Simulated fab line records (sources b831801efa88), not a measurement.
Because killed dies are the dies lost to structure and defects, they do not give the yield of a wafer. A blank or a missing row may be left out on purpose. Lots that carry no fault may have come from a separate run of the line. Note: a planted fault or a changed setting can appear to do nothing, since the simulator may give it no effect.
What tool caused it? | flow sky130 | 12 lots with 36 wafers sampled at 6 steps, on a route of 708 steps

== WHAT THE GAUGES READ, wafer by wafer ==
SKY_PASSIVATION_THK_MEAS_01.
lot  | measured     | on            | PASSIVATION_CVD_00_THK (nm)
L075 | day 44 04:36 | film-metro-03 | 86.8 89.6 88.3
L077 | day 45 01:18 | film-metro-03 | 89.0 88.0 91.1
L079 | day 45 12:34 | film-metro-01 | 89.7 88.5 90.4
L081 | day 46 05:20 | film-metro-01 | 90.1 87.9 89.6
L083 | day 46 11:20 | film-metro-03 | 88.1 92.1 89.7
L085 | day 46 22:23 | film-metro-01 | 91.0 87.8 90.1
L087 | day 47 10:15 | film-metro-01 | 92.0 92.0 88.6
L089 | day 48 01:53 | film-metro-02 | 90.2 88.4 91.2
L091 | day 48 09:33 | film-metro-03 | 87.8 91.7 88.9
L093 | day 48 20:44 | film-metro-02 | 88.2 90.1 89.1
L095 | day 49 08:10 | film-metro-02 | 89.8 92.5 91.2
L097 | day 49 21:05 | film-metro-02 | 89.1 90.5 90.0

== WHICH TOOL RAN EACH LOT (tool, then ch and the chambers of the sampled wafers, then the start) ==
lot  | SKY_METAL4_SPUTTER_04        | SKY_CAP2M_METAL_ETCH_13           | SKY_METAL4_STRIP_19                  | SKY_VIA4_SPUTTER_17          | SKY_METAL5_SPUTTER_02
L075 | pvd-sputter-04, day 40 02:41 | rie-metal-01 ch 0,1, day 41 03:20 | plasma-asher-03 ch 1, day 42 04:16   | pvd-sputter-01, day 43 04:43 | pvd-sputter-03, day 43 05:37
L077 | pvd-sputter-03, day 40 23:21 | rie-metal-01 ch 0, day 41 23:41   | plasma-asher-02 ch 0,1, day 43 00:17 | pvd-sputter-04, day 44 00:22 | pvd-sputter-04, day 44 01:07
L079 | pvd-sputter-03, day 41 11:55 | rie-metal-02 ch 0,1, day 42 12:17 | plasma-asher-02 ch 0,1, day 43 12:40 | pvd-sputter-04, day 44 13:21 | pvd-sputter-03, day 44 14:05
L081 | pvd-sputter-03, day 42 07:58 | rie-metal-03 ch 0,1, day 43 06:56 | plasma-asher-04 ch 0,1, day 44 06:38 | pvd-sputter-02, day 45 06:24 | pvd-sputter-04, day 45 07:08
L083 | pvd-sputter-03, day 42 15:02 | rie-metal-01 ch 0,1, day 43 13:35 | plasma-asher-04 ch 0,1, day 44 13:37 | pvd-sputter-01, day 45 12:53 | pvd-sputter-04, day 45 13:37
L085 | pvd-sputter-04, day 43 02:13 | rie-metal-03 ch 0,1, day 44 01:08 | plasma-asher-04 ch 0,1, day 45 00:29 | pvd-sputter-04, day 45 23:29 | pvd-sputter-03, day 46 00:13
L087 | pvd-sputter-03, day 43 16:58 | rie-metal-01 ch 0,1, day 44 15:06 | plasma-asher-04 ch 0,1, day 45 14:23 | pvd-sputter-04, day 46 12:55 | pvd-sputter-01, day 46 13:39
L089 | pvd-sputter-03, day 44 10:37 | rie-metal-02 ch 0, day 45 08:20   | plasma-asher-02 ch 0,1, day 46 06:22 | pvd-sputter-02, day 47 04:01 | pvd-sputter-03, day 47 04:46
L091 | pvd-sputter-03, day 44 19:51 | rie-metal-02 ch 0, day 45 16:44   | plasma-asher-02 ch 0,1, day 46 14:32 | pvd-sputter-04, day 47 12:28 | pvd-sputter-04, day 47 13:12
L093 | pvd-sputter-04, day 45 06:44 | rie-metal-02 ch 0,1, day 46 03:48 | plasma-asher-03 ch 0,1, day 47 01:25 | pvd-sputter-01, day 47 23:31 | pvd-sputter-04, day 48 00:15
L095 | pvd-sputter-03, day 45 22:37 | rie-metal-03 ch 1, day 46 18:29   | plasma-asher-03 ch 0,1, day 47 15:32 | pvd-sputter-04, day 48 12:36 | pvd-sputter-01, day 48 13:20
L097 | pvd-sputter-02, day 46 14:22 | rie-metal-03 ch 0,1, day 47 10:27 | plasma-asher-02 ch 0,1, day 48 06:28 | pvd-sputter-02, day 49 02:28 | pvd-sputter-01, day 49 03:12
- SKY_METAL4_SPUTTER_04: material TiN, target thk 70 nm, time 58.3 s.
- SKY_CAP2M_METAL_ETCH_13: etches TiN in Cl2/BCl3, stops on SiO2, target depth 220 nm, time 62.9 s.
- SKY_METAL4_STRIP_19: strips in O2/N2.
- SKY_VIA4_SPUTTER_17: material TiN, target thk 20 nm, time 80 s.
- SKY_METAL5_SPUTTER_02: material AlCu, target thk 1150 nm, time 61.2 s.

== THE ANSWER, worked out from the rows above alone ==
Rule: usual is defined by the lots themselves. The widest of any qualifying gaps counts: lots, ordered by their means at a reading, are off when they make up no more than a third of the lots, leave a main group of 4 or more, and stand apart from it by 3 or more times the standard deviation of that group's means. If all means in a main group match to the digits the tables above print for the reading, that group is not used. Also off: a lot with no number at a reading for which 4 or more lots have one. Any other lot the step has rows for is counted as sound.
No lot is off on any of the readings shown, so nothing can be concluded from this.

== WHAT HAD BEEN PUT IN BY THE SIMULATOR ==
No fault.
